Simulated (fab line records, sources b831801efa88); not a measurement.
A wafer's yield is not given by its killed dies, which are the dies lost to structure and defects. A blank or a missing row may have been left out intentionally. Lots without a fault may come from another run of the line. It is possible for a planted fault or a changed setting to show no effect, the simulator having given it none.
fab line records + flow sky130
[record]
- lots = 5
- wafers = 14
- lastDay = 50
route steps=708 shown VIA2@509 PAD_OPEN@708
lots with no fault: from the same line, run without faults
startH: start of the lot's first displayed wafer, in hours after the record's first day + waitH: how many hours have passed since the lot's step before this one + " identical to the entry in the row above + L1.1+2: one row covering several wafers at once + - value missing, or start not given + * or withheld: withheld + < > ~ a bound
route shown NAME@n: a module of which the file shows steps, and the number in the route of the first + usual: the fault-free wafers' mean and standard deviation + same: alike in all rows + chamber/n: place in a boat + sites: readings site by site + _std_site: standard deviation across them + _edge_site: inner sites' mean taken away from outer sites' mean + radiusMm: how far each site lies from the wafer's centre + mask NAME#n: copy n + behind: the last tool/chamber to shape the wafer + hold: reason for holding the lot/hours on hold/outcome of the hold + device: which transistor (n, p or np) failed to switch + end of line: the route-end tests of the same wafers + a step given without rows: its recipe and nothing more + killed: not the wafer's yield, but the dies lost to structure and defects at the first sort + map: shows each die of a wafer: x if killed, . if not, _ if none is there
set.NAME: the run value of the setting; set.NAME@STEP: its run value at that earlier step + model.NAME: the simulator's own value behind a step, which no gauge read
lots at some steps of the route; a table a step, a row a wafer
services: when a tool's chamber went out of use (startH, in hours from the record's first day, below 0 if earlier), for how many hours, and the reason
[[steps]]
[step SKY_VIA2_CMP_02]
[recipe]
- material = SiO2
- downForcePsi = 4
- platenRpm = 60
- padVelocityMS = 0.94248
[usual]
- motorCurrentA = 11.8/1.1
| lot.wafer | tool   | chamber | startH | waitH | motorCurrentA |
|-----------|--------|---------|--------|-------|---------------|
| L111.2    | cmp-02 | 0       | 853.01 | 0.1   | 11.5          |
| L111.6    | "      | 3       | "      | "     | 11.4          |
| L111.5    | "      | 0       | "      | "     | 11.3          |
| L113.4    | cmp-02 | 3       | 867.12 | 0.1   | 11.7          |
| L113.1    | "      | 0       | "      | "     | 11.3          |
| L113.6    | "      | 2       | "      | "     | 12.0          |
| L126.4    | cmp-02 | 1       | 966.36 | 0.1   | 10.0          |
| L126.3    | "      | 2       | "      | "     | 12.6          |
| L126.1    | "      | 3       | "      | "     | 11.4          |
| L125.1    | cmp-01 | 2       | 973.07 | 0.1   | 11.4          |
| L125.4    | "      | 3       | "      | "     | 15.4          |
| L128.2    | cmp-02 | 3       | 976.57 | 0.0   | 12.2          |
| L128.3    | "      | 0       | "      | "     | 10.8          |
| L128.6    | "      | 0       | "      | "     | 11.4          |
[step SKY_VIA2_BOW_MEAS_03]
[recipe]
- mode = bow
[usual]
- VIA2_BOW = 85/6.9
| lot.wafer | tool         | chamber | startH | waitH | VIA2_BOW[um] |
|-----------|--------------|---------|--------|-------|--------------|
| L111.2    | filmMetro-03 | -       | 853.28 | 0.2   | 91           |
| L111.5    | "            | -       | "      | "     | 87           |
| L111.6    | "            | -       | "      | "     | 82           |
| L113.1    | filmMetro-01 | -       | 867.32 | 0.1   | 80           |
| L113.4    | "            | -       | "      | "     | 71           |
| L113.6    | "            | -       | "      | "     | 90           |
| L126.1    | filmMetro-04 | -       | 966.61 | 0.1   | 83           |
| L126.3    | "            | -       | "      | "     | 94           |
| L126.4    | "            | -       | "      | "     | 85           |
| L125.1    | filmMetro-01 | -       | 973.27 | 0.1   | 81           |
| L125.4    | "            | -       | "      | "     | 100          |
| L128.2    | filmMetro-03 | -       | 976.89 | 0.3   | 101          |
| L128.3    | "            | -       | "      | "     | 85           |
| L128.6    | "            | -       | "      | "     | 95           |
[step SKY_VIA2_DEHYDRATE_04]
[recipe]
- tempC = 200
- timeS = 60
[step SKY_VIA2_HMDS_05]
[recipe]
- primeTimeS = 60
- primeTempC = 120
[step SKY_VIA2_COAT_06]
[recipe]
- resist = BARC
- tempC = withheld
- timeS = withheld
- spinRpm = 3000
- resistThkNm = 60
[step SKY_VIA2_COAT_07]
[recipe]
- resist = KrF-thick
- spinRpm = 3000
- resistThkNm = 450
[step SKY_VIA2_SOFTBAKE_08]
[recipe]
- tempC = 100
- timeS = 90
- resist = KrF-thick
[step SKY_VIA2_EXPOSE_09]
[recipe]
- maskId = VIM2
- na = 0.8
- sourceShape = annular
- sigmaInner = 0.55
- sigmaOuter = 0.85
- targetCdNm = 200
- doseMj = 38
[step SKY_VIA2_PEB_10]
[recipe]
- pebTempC = withheld
- pebTimeS = withheld
- resist = KrF-thick
[step SKY_VIA2_DEVELOP_11]
[recipe]
- developTimeS = 60
- resist = KrF-thick
- devTempC = 21
[step SKY_VIA2_CD_MEAS_12]
[recipe]
- targetCdNm = 200
[usual]
- cdNm = 199.6/1.5
| lot.wafer | tool     | chamber | startH  | waitH | cdNm  |
|-----------|----------|---------|---------|-------|-------|
| L111.2    | cdSem-01 | -       | 879.46  | -     | 200.7 |
| L111.5    | "        | -       | "       | "     | 198.9 |
| L111.6    | "        | -       | "       | "     | 199.5 |
| L113.1    | cdSem-02 | -       | 892.79  | -     | 199.0 |
| L113.4    | "        | -       | "       | "     | 198.2 |
| L113.6    | "        | -       | "       | "     | 197.5 |
| L126.1    | cdSem-02 | -       | 990.09  | -     | 198.6 |
| L126.3    | "        | -       | "       | "     | 200.2 |
| L126.4    | "        | -       | "       | "     | 198.4 |
| L125.1    | cdSem-01 | -       | 997.19  | -     | 196.7 |
| L125.4    | "        | -       | "       | "     | 196.9 |
| L128.2    | cdSem-01 | -       | 1000.31 | -     | 203.2 |
| L128.3    | "        | -       | "       | "     | 202.1 |
| L128.6    | "        | -       | "       | "     | 200.8 |
[step SKY_VIA2_OVL_MEAS_13]
[usual]
- VIA2_OVL = 3/5.5
| lot.wafer | tool       | chamber | startH  | waitH | VIA2_OVL[nm] |
|-----------|------------|---------|---------|-------|--------------|
| L111.2    | overlay-01 | -       | 879.57  | 0.1   | -6           |
| L111.5    | "          | -       | "       | "     | -10          |
| L111.6    | "          | -       | "       | "     | -6           |
| L113.1    | overlay-01 | -       | 892.91  | 0.1   | 2            |
| L113.4    | "          | -       | "       | "     | -1           |
| L113.6    | "          | -       | "       | "     | 4            |
| L126.1    | overlay-01 | -       | 990.21  | 0.1   | 8            |
| L126.3    | "          | -       | "       | "     | 1            |
| L126.4    | "          | -       | "       | "     | 5            |
| L125.1    | overlay-01 | -       | 997.31  | 0.1   | -1           |
| L125.4    | "          | -       | "       | "     | 8            |
| L128.2    | overlay-02 | -       | 1000.42 | 0.1   | 4            |
| L128.3    | "          | -       | "       | "     | 2            |
| L128.6    | "          | -       | "       | "     | 6            |
[step SKY_VIA2_ETCH_14]
[recipe]
- chemistry = N2/H2
- target = BARC
- ionEnergyEv = 200
- sourceW = 500
- biasW = 100
- pressureMtorr = 30
- n2FlowSccm = 100
- h2FlowSccm = 200
- stopOn = SiO2
- timeS = 45.9
- targetDepthA = 600
[usual]
- drypumpMotorCurrentA = 5.8/0.47
- oesProductAu = 0.854/0.0044
- throttleValvePct = 13.224/0.0091
| lot.wafer | tool       | chamber | startH  | waitH | drypumpMotorCurrentA | oesProductAu | rfHoursCounterH | throttleValvePct | model.KrF-thick_of_VIA2_COAT_07.thkNm |
|-----------|------------|---------|---------|-------|----------------------|--------------|-----------------|------------------|---------------------------------------|
| L111.2    | rieDiel-01 | 0       | 879.60  | 0.0   | 5.9                  | 0.858        | 2               | 13.212           | 392.7                                 |
| L111.5    | "          | 1       | "       | "     | 6.4                  | 0.852        | -               | 13.237           | 393.6                                 |
| L111.6    | "          | 2       | "       | "     | 6.6                  | 0.853        | -               | 13.237           | 394.5                                 |
| L113.1    | rieDiel-03 | 1       | 892.95  | 0.0   | 5.4                  | 0.856        | 9               | 13.208           | 394.5                                 |
| L113.4    | "          | 3       | "       | "     | 5.3                  | 0.855        | 25              | 13.234           | 394.3                                 |
| L113.6    | "          | 1       | "       | "     | 5.3                  | 0.851        | -               | 13.222           | 394                                   |
| L126.1    | rieDiel-02 | 0       | 990.25  | 0.0   | 5.9                  | 0.853        | 27              | 13.218           | 390.5                                 |
| L126.3    | "          | 1       | "       | "     | 6.0                  | 0.860        | 20              | 13.241           | 388                                   |
| L126.4    | "          | 3       | "       | "     | 5.1                  | 0.862        | 28              | 13.242           | 389.5                                 |
| L125.1    | rieDiel-01 | 3       | 997.35  | 0.0   | 5.6                  | 0.857        | 13              | 13.223           | 392                                   |
| L125.4    | "          | 0       | "       | "     | 5.9                  | 0.854        | 6               | 13.216           | 393.9                                 |
| L128.2    | rieDiel-02 | 3       | 1000.45 | 0.0   | 5.1                  | 0.846        | 28              | 13.220           | 388                                   |
| L128.3    | "          | 1       | "       | "     | 6.0                  | 0.850        | 20              | 13.222           | 389.5                                 |
| L128.6    | "          | 2       | "       | "     | 5.9                  | 0.854        | -               | 13.217           | 390.5                                 |
[step SKY_VIA2_ETCH_15]
[recipe]
- target = SiO2
- chemistry = C4F8/O2/Ar
- targetDepthNm = 546
- stopOn = TiN
- maskMaterial = KrF-thick
- sourceW = 1500
- biasW = 1200
- pressureMtorr = 40
- c4f8FlowSccm = withheld
- O2_flow_sccm = 6
- Ar_flow_sccm = 300
- timeS = 84
[usual]
- oesProductAu = 0.939/0.0052
| lot.wafer | tool       | chamber | startH  | waitH | oesProductAu | rfHoursCounterH |
|-----------|------------|---------|---------|-------|--------------|-----------------|
| L111.2    | rieDiel-01 | 0       | 879.64  | 0.0   | 0.937        | 2               |
| L111.5    | "          | 1       | "       | "     | 0.937        | -               |
| L111.6    | "          | 2       | "       | "     | 0.938        | -               |
| L113.1    | rieDiel-03 | 1       | 892.99  | 0.0   | 0.953        | 9               |
| L113.4    | "          | 3       | "       | "     | 0.939        | 25              |
| L113.6    | "          | 1       | "       | "     | 0.937        | -               |
| L126.1    | rieDiel-02 | 0       | 990.29  | 0.0   | 0.939        | 28              |
| L126.3    | "          | 1       | "       | "     | 0.934        | 20              |
| L126.4    | "          | 3       | "       | "     | 0.942        | 28              |
| L125.1    | rieDiel-01 | 3       | 997.39  | 0.0   | 0.937        | 13              |
| L125.4    | "          | 0       | "       | "     | 0.937        | 6               |
| L128.2    | rieDiel-02 | 3       | 1000.49 | 0.0   | 0.944        | 28              |
| L128.3    | "          | 1       | "       | "     | 0.940        | 20              |
| L128.6    | "          | 2       | "       | "     | 0.939        | -               |
[step SKY_PAD_OPEN_PROBE_99]
[usual]
- defectLimitedYield = 82.6/1.8
- killed_at_M0_to_M3 = 44/6.9
- killed_at_M4_up = 3.2/1.8
- killedAtContacts = 23/5.2
- killedAtFrontEnd = 15/4.5
- killedAtOther = 0.3/0.56
- killedDies = 85/8.8
- killedOpen = 47/6.7
- killedShort = 39/6.4
- sort_bin_3_pad_short = 0.8/0.4
- sort_bin_5_function = 10.2/1.3
- sort_bin_6_memory = 6.4/1.1
- sortNPass = 407/8.8
- sortYieldPct = 82.6/1.8
[same]
- grossDies = 492
- killedAtBackSide = 0
- sort_bin_4_leakage[%] = 0
- sort_bin_8_speed[%] = 0
| lot.wafer | tool      | chamber | startH  | waitH | defectLimitedYield[%] | killed_at_M0_to_M3 | killed_at_M4_up | killedAtContacts | killedAtFrontEnd | killedAtOther | killedDies | killedOpen | killedShort | sort_bin_3_pad_short[%] | sort_bin_5_function[%] | sort_bin_6_memory[%] | sortNPass | sortYieldPct[%] |
|-----------|-----------|---------|---------|-------|-----------------------|--------------------|-----------------|------------------|------------------|---------------|------------|------------|-------------|-------------------------|------------------------|----------------------|-----------|-----------------|
| L111.2    | prober-02 | -       | 1102.88 | 0.1   | 82.5                  | 49                 | 5               | 18               | 14               | 0             | 86         | 47         | 39          | 0.2                     | 9.8                    | 7.5                  | 406       | 82.5            |
| L111.5    | prober-02 | -       | 1103.03 | 0.2   | 84.6                  | 45                 | 1               | 12               | 18               | 0             | 76         | 49         | 27          | 1.2                     | 8.5                    | 5.7                  | 416       | 84.6            |
| L111.6    | prober-02 | -       | 1103.08 | 0.2   | 81.7                  | 41                 | 2               | 31               | 16               | 0             | 90         | 48         | 42          | 0.2                     | 12.8                   | 5.3                  | 402       | 81.7            |
// killed by level:class
L111.2 VIA2:geometricParticle:open=10 CONTACT:geometricParticle:open=8 VIA3:geometricParticle:open=8 METAL1:geometricParticle:short=6 VIA1:geometricParticle:open=6 VIA3:geometricParticle:short=5 FIELD_ISO:geometricParticle:open=4 POLY_GATE:geometricParticle:open=4
L111.5 VIA2:geometricParticle:open=9 VIA1:geometricParticle:open=9 VIA3:geometricParticle:open=9 FIELD_ISO:geometricParticle:open=5 CONTACT:geometricParticle:open=5 VIA3:geometricParticle:short=4 VIA1:geometricParticle:short=4 METAL2:geometricParticle:short=4
L111.6 CONTACT:geometricParticle:open=10 CONTACT:geometricParticle:short=9 VIA1:geometricParticle:open=7 LI_CONTACT:geometricParticle:open=6 VIA3:geometricParticle:open=6 POLY_GATE:geometricParticle:short=5 VIA2:geometricParticle:open=5 FIELD_ISO:geometricParticle:open=4
[[services]]
| tool       | chamber | startH | hours | kind                          |
|------------|---------|--------|-------|-------------------------------|
| rieDiel-03 | 3       | 835.57 | 7.0   | repair                        |
| rieDiel-02 | -       | 884.57 | 0.9   | repair                        |
| cmp-02     | -       | 911.44 | 1.6   | repair                        |
| cmp-02     | -       | 913.07 | 4.0   | pm                            |
| cmp-02     | -       | 917.07 | -     | consumableReplace:conditioner |
| cmp-02     | -       | 917.07 | -     | consumableReplace:pad         |
| rieDiel-03 | -       | 917.19 | 15.6  | repair                        |
| rieDiel-02 | 1       | 927.61 | 12.6  | repair                        |
| rieDiel-03 | -       | 974.42 | 0.4   | repair                        |
| rieDiel-03 | 3       | 979.72 | 1.9   | repair                        |
| rieDiel-02 | 0       | 980.70 | 2.6   | repair                        |
| rieDiel-01 | 1       | 991.54 | 3.7   | repair                        |
[[key]]
firstSign none at tools or gauges
[modelEffect]
- step = SKY_VIA2_ETCH_14
- value = KrF-thick_of_VIA2_COAT_07.thkNm
- without = 391.1
- struck = 393.9
metAt SKY_VIA2_ETCH_14
struckWafers L125.4
onsetBetween 879.60 997.35
[fault]
- kind = processParameterDrift
- tool = rieDiel-01
- chamber = -
- onsetH = 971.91
- steps = SKY_VIA2_ETCH_14
- channel = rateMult
- offset = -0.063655
- shape = step
- endH = 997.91
- scope = struckWafersOnly
